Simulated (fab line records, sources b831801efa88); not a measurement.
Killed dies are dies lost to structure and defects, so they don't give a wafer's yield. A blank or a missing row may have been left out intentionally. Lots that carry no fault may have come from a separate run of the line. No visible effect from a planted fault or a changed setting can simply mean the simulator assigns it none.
fab line records | flow gf180mcu
record: lots: 6 wafers: 18 last_day: 34
route steps=602 shown V2@382
lots untouched by any fault: they come from a run of this same line in which no faults occurred
start_h: start of the lot's first displayed wafer, in hours after the record's first day | wait_h: how many hours have passed since the lot's step before this one | " identical to the entry in the row above | L1.1+2: a row that stands for several wafers | - either no value or no given start | * or withheld: withheld | < > ~ a bound
route shown NAME@n: names a module that has steps shown in the file, with the first one's number in the route | usual: average and standard deviation across the fault-free wafers | same: alike in all rows | chamber/n: place in a boat | sites: per-site readings | _std_site: the values' standard deviation | _edge_site: the outer-site mean with the inner-site mean subtracted | radius_mm: how far each site lies from the wafer's centre | mask NAME#n: copy n | behind: the last tool/chamber to shape the wafer | hold: why the lot was held/for how many hours/how that ended | device: the transistor (n, p or np) that didn't switch | end of line: tests run on the same wafers once the route is complete | where a step has no rows: the recipe by itself | killed: not the wafer's yield, but the dies lost to structure and defects at the first sort | map: a wafer's dies, x killed, . not, _ none there
set.NAME: the setting that was run; set.NAME@STEP: the one run at that earlier step | model.NAME: the simulator's own value behind a step, which no gauge read
certain route steps with their lots: each step a table, each wafer a row
services: from which hour (start_h, from the record's first day; less than 0 if before it) a tool's chamber was out of use, for how many hours, and why
== steps ==
step: GF_V2_CVD_00
recipe: material: SiO2 target_thk_nm: 600 sigma_open_frac: 0.3 temp_c: 400 time_s: 100 sih4_flow_sccm: 60 pressure_mtorr: 6
step: GF_V2_THK_MEAS_01
recipe: reads: SiO2_of_V2_CVD_00
usual: V2_CVD_00_THK: 600/6.7
columns lot.wafer tool chamber start_h wait_h V2_CVD_00_THK[nm]
L296.2 film_metro-01 - 481.78 0.0 594
L296.3 " - " " 596
L296.5 " - " " 601
L305.1 film_metro-04 - 543.61 0.0 595
L305.3 " - " " 606
L305.6 " - " " 602
L306.1 film_metro-03 - 552.74 0.0 595
L306.4 " - " " 598
L306.5 " - " " 597
L307.3 film_metro-01 - 568.23 0.1 596
L307.4 " - " " 606
L307.6 " - " " 597
L308.1 film_metro-01 - 571.38 0.1 615
L308.4 " - " " 613
L308.6 " - " " 598
L315.3 film_metro-04 - 619.56 0.1 604
L315.4 " - " " 609
L315.6 " - " " 610
step: GF_V2_CVD_02
recipe: material: SiO2 target_thk_nm: 850 precursor: TEOS temp_c: 400 time_s: 94.851 rf_w: 600
usual: heater_power_w: 680/89
columns lot.wafer tool chamber start_h wait_h heater_power_w
L296.2 pecvd-02 0 481.83 0.0 537
L296.3 " 2 " " 617
L296.5 " 2 " " 676
L305.1 pecvd-03 2 543.67 0.1 739
L305.3 " 0 " " 736
L305.6 " 0 " " 788
L306.1 pecvd-02 1 552.80 0.1 565
L306.4 " 0 " " 607
L306.5 " 1 " " 597
L307.3 pecvd-03 2 568.27 0.0 660
L307.4 " 0 " " 798
L307.6 " 2 " " 703
L308.1 pecvd-02 2 571.44 0.1 550
L308.4 " 2 " " 608
L308.6 " 1 " " 630
L315.3 pecvd-03 0 619.60 0.0 726
L315.4 " 0 " " 749
L315.6 " 1 " " 783
step: GF_V2_THK_MEAS_03
recipe: reads: SiO2_of_V2_CVD_02
usual: V2_CVD_02_THK: 850/15
columns lot.wafer tool chamber start_h wait_h V2_CVD_02_THK[nm]
L296.2 film_metro-04 - 481.91 0.0 838
L296.3 " - " " 848
L296.5 " - " " 851
L305.1 film_metro-03 - 543.74 0.0 855
L305.3 " - " " 834
L305.6 " - " " 845
L306.1 film_metro-03 - 552.87 0.0 861
L306.4 " - " " 859
L306.5 " - " " 867
L307.3 film_metro-01 - 568.36 0.1 855
L307.4 " - " " 841
L307.6 " - " " 863
L308.1 film_metro-03 - 571.51 0.0 859
L308.4 " - " " 863
L308.6 " - " " 852
L315.3 film_metro-03 - 619.69 0.1 831
L315.4 " - " " 844
L315.6 " - " " 833
step: GF_V2_CMP_04
recipe: material: SiO2 down_force_psi: 4 platen_rpm: 60 pad_velocity_m_s: 0.94248
usual: motor_current_A: 11.0/1.1 time_to_endpoint_s: 80/6.8
columns lot.wafer tool chamber start_h wait_h motor_current_A time_to_endpoint_s
L296.3 cmp-01 3 482.06 0.1 9.5 73
L296.2 " 0 " " 12.3 80
L296.5 " 2 " " 10.9 89
L305.3 cmp-02 3 543.90 0.1 12.3 78
L305.1 " 0 " " 11.7 77
L305.6 " 1 " " 9.6 76
L306.1 cmp-01 2 552.93 0.1 11.2 86
L306.4 " 1 " " 9.4 79
L306.5 " 3 " " 9.5 76
L307.4 cmp-01 2 568.40 0.0 11.5 80
L307.3 " 0 " " 11.6 82
L307.6 " 3 " " 10.0 75
L308.1 cmp-01 3 571.67 0.1 9.5 74
L308.4 " 0 " " 11.7 83
L308.6 " 2 " " 11.1 84
L315.3 cmp-02 0 619.73 0.0 13.4 67
L315.4 " 2 " " 12.5 73
L315.6 " 1 " " 10.2 72
step: GF_V2_BOW_MEAS_05
recipe: mode: bow
usual: V2_BOW: 99/9
columns lot.wafer tool chamber start_h wait_h V2_BOW[um]
L296.2 film_metro-04 - 482.32 0.2 101
L296.3 " - " " 91
L296.5 " - " " 112
L305.1 film_metro-01 - 544.10 0.1 89
L305.3 " - " " 88
L305.6 " - " " 88
L306.1 film_metro-01 - 553.23 0.2 109
L306.4 " - " " 109
L306.5 " - " " 101
L307.3 film_metro-01 - 568.74 0.2 104
L307.4 " - " " 105
L307.6 " - " " 108
L308.1 film_metro-01 - 571.87 0.1 94
L308.4 " - " " 98
L308.6 " - " " 81
L315.3 film_metro-04 - 620.07 0.3 91
L315.4 " - " " 94
L315.6 " - " " 95
step: GF_V2_DEHYDRATE_06
recipe: temp_c: 200 time_s: 60
step: GF_V2_HMDS_07
recipe: prime_time_s: 60 prime_temp_c: 120
step: GF_V2_COAT_08
recipe: resist: BARC temp_c: withheld time_s: withheld spin_rpm: withheld resist_thk_nm: withheld
step: GF_V2_COAT_09
recipe: resist: KrF spin_rpm: withheld resist_thk_nm: 1000
step: GF_V2_SOFTBAKE_10
recipe: temp_c: 130 time_s: 60 resist: KrF
step: GF_V2_EXPOSE_11
recipe: mask_id: Via2 target_cd_nm: 260 na: 0.68 source_shape: conventional sigma_outer: 0.6 dose_mj: 38
step: GF_V2_PEB_12
recipe: peb_temp_c: 135 peb_time_s: 90 resist: KrF
usual: chill_plate_temp_C: 23.02/0.1 exhaust_pa: 45.0/0.79
columns lot.wafer tool chamber start_h wait_h chill_plate_temp_C exhaust_pa
L296.2 litho_track-01 0 505.91 - 22.88 44.7
L296.3 " 0 " " 22.94 45.2
L296.5 " 0 " " 23.00 45.6
L305.1 litho_track-04 - 565.95 - - -
L305.3 " - " " - -
L305.6 " - " " - -
L306.1 litho_track-03 - 574.49 - - -
L306.4 " - " " - -
L306.5 " - " " - -
L307.3 litho_track-01 0 589.79 - 22.98 46.3
L307.4 " 0 " " 22.95 44.4
L307.6 " 0 " " 22.94 44.1
L308.1 litho_track-03 0 592.59 - 23.04 45.8
L308.4 " 0 " " 23.07 45.5
L308.6 " 0 " " 23.08 44.5
L315.3 litho_track-01 0 639.44 - 22.89 44.6
L315.4 " 0 " " 22.84 44.5
L315.6 " 0 " " 22.98 44.4
step: GF_V2_DEVELOP_13
recipe: develop_time_s: 60 resist: KrF dev_temp_c: 21
== services ==
columns tool chamber start_h hours kind
pecvd-03 - 476.67 1.1 repair
pecvd-03 1 496.18 4.2 repair
cmp-01 - 507.68 0.6 repair
cmp-02 - 517.38 9.5 pm
pecvd-03 - 551.43 4.3 pm
cmp-02 - 570.45 2.2 repair
cmp-02 - 572.69 4.0 pm
cmp-02 - 576.69 - consumable_replace:conditioner
cmp-02 - 576.69 - consumable_replace:pad
cmp-01 - 585.91 2.3 repair
pecvd-02 - 638.73 2.8 pm
cmp-02 - 639.46 4.5 pm
== key ==
first_sign: step: GF_V2_PEB_12 reading: tool_record direction: missing
effect none on later readings
met_at GF_V2_PEB_12
struck_wafers L305.1,L305.3,L305.6,L306.1,L306.4,L306.5
later_rows_left_out L305.1,L305.3,L305.6,L306.1,L306.4,L306.5
sort_left_out L305.1,L305.3,L305.6,L306.1,L306.4,L306.5
fault: kind: skipped_step_whole tool: litho_track-03,litho_track-04 chamber: - onset_h: 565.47 steps: GF_V2_PEB_12 scope: struck_lots_only
sort_left_out: the simulated sort isn't trusted on such a fault, so these wafers' sort isn't shown, and their yield isn't known
later_rows_left_out: the simulator's readings of these wafers behind a module that went badly wrong aren't trusted and aren't shown, but for the sort
